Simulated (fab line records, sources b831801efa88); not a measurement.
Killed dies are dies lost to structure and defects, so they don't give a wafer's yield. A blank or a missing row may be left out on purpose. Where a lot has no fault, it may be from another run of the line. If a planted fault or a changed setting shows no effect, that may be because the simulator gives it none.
Lot-split experiment ; flow sky130 ; route with 708 steps; 5 lots, 27 wafers read

== THE SPLIT ITSELF ==
At SKY_VIA4_HDPCVD_00 (deposits SiO2, target thk 1750 nm, time 291.7 s), the setting timeS was moved away from the recipe's 291.7 s on 9 of the 27 wafers read, by -54.8% to +33.7%. This setting was run at the recipe's value on the other wafers.

Split to reading: the file shows no intervening step.

== THE READING ==
At SKY_VIA4_THK_MEAS_01: VIA4_HDPCVD_THK, given in nm. Typical for fault-free wafers on this fab line: 1752 nm, with standard deviation 15 nm.

wafer;tool, chamber at the split;timeS as run, s;against the recipe;VIA4_HDPCVD_THK, nm;against lot-mates on the recipe
L077.1;hdpcvd-01, 2;291.7;recipe;1750;-
L077.2;hdpcvd-01, 0;291.7;recipe;1755;-
L077.3;hdpcvd-01, 1;291.7;recipe;1765;-
L077.4;hdpcvd-01, 2;291.7;recipe;1754;-
L077.5;hdpcvd-01, 1;291.7;recipe;1754;-
L077.6;hdpcvd-01, 0;291.7;recipe;1775;-
L078.1;hdpcvd-02, 2;291.7;recipe;1749;-
L078.2;hdpcvd-02, 0;131.9;-54.8%;821;-927
L078.3;hdpcvd-02, 1;131.9;-54.8%;793;-955
L078.4;hdpcvd-02, 1;291.7;recipe;1743;-
L078.5;hdpcvd-02, 0;131.9;-54.8%;779;-969
L078.6;hdpcvd-02, 2;291.7;recipe;1753;-
L079.1;hdpcvd-02, 0;389.9;+33.7%;2343;+600
L079.2;hdpcvd-02, 1;291.7;recipe;1738;-
L079.3;hdpcvd-02, 2;389.9;+33.7%;2341;+598
L079.4;hdpcvd-02, 1;291.7;recipe;1748;-
L079.5;hdpcvd-02, 2;291.7;recipe;1744;-
L079.6;hdpcvd-02, 0;389.9;+33.7%;2328;+585
L080.1;hdpcvd-02, 1;148.6;-49.1%;883;-863
L080.2;hdpcvd-02, 0;148.6;-49.1%;892;-854
L080.3;hdpcvd-02, 2;291.7;recipe;1735;-
L080.4;hdpcvd-02, 2;291.7;recipe;1748;-
L080.5;hdpcvd-02, 1;291.7;recipe;1756;-
L080.6;hdpcvd-02, 0;148.6;-49.1%;868;-878
L084.1;hdpcvd-02, 2;291.7;recipe;1795;-
L084.4;hdpcvd-02, 1;291.7;recipe;1767;-
L084.5;hdpcvd-02, 0;291.7;recipe;1725;-

THE FIT
A straight line over all 27 wafers: VIA4_HDPCVD_THK changes by +17.5 nm for each +1% of timeS; r = +1.00; the points scatter about the line by 16 nm.
The same after taking each lot's own level away (the mean of its wafers on the recipe; 27 wafers): +17.5 nm for each +1%; r = +1.00; scatter 14 nm.
According to that fit, moving timeS by its largest amount changes the reading by 9.6e+02 nm.
Across the lots, their own levels run from 1743.3 to 1762.3 nm, a range of 1.3 times the standard deviation given above.
Consequently the slope shifts little with the lot-to-lot level, the two slopes agreeing.
Check: for one of the wafers moved furthest among these (-54.8%), held out of the fit, the line's prediction against its lot-mates is -965 nm. It came out at -927 nm against them.

== THE WHOLE CHAIN: every reading that the file lists as answering this split, in the file's order ==
step;what it does;reading;change (the file's fit);r (the file's)
SKY_VIA4_HDPCVD_00;deposits SiO2, target thk 1750 nm, time 291.7 s;SiO2_of_VIA4_HDPCVD_00.thkNm (the simulator's own value, which no gauge read);+17.5 nm for each +1% of the setting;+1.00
SKY_VIA4_THK_MEAS_01;;VIA4_HDPCVD_THK;+17.5 for each +1% of the setting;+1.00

== FILE'S OWN FIT ==
VIA4_HDPCVD_THK changes by +17.5 nm for each +1% of timeS, r = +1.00.
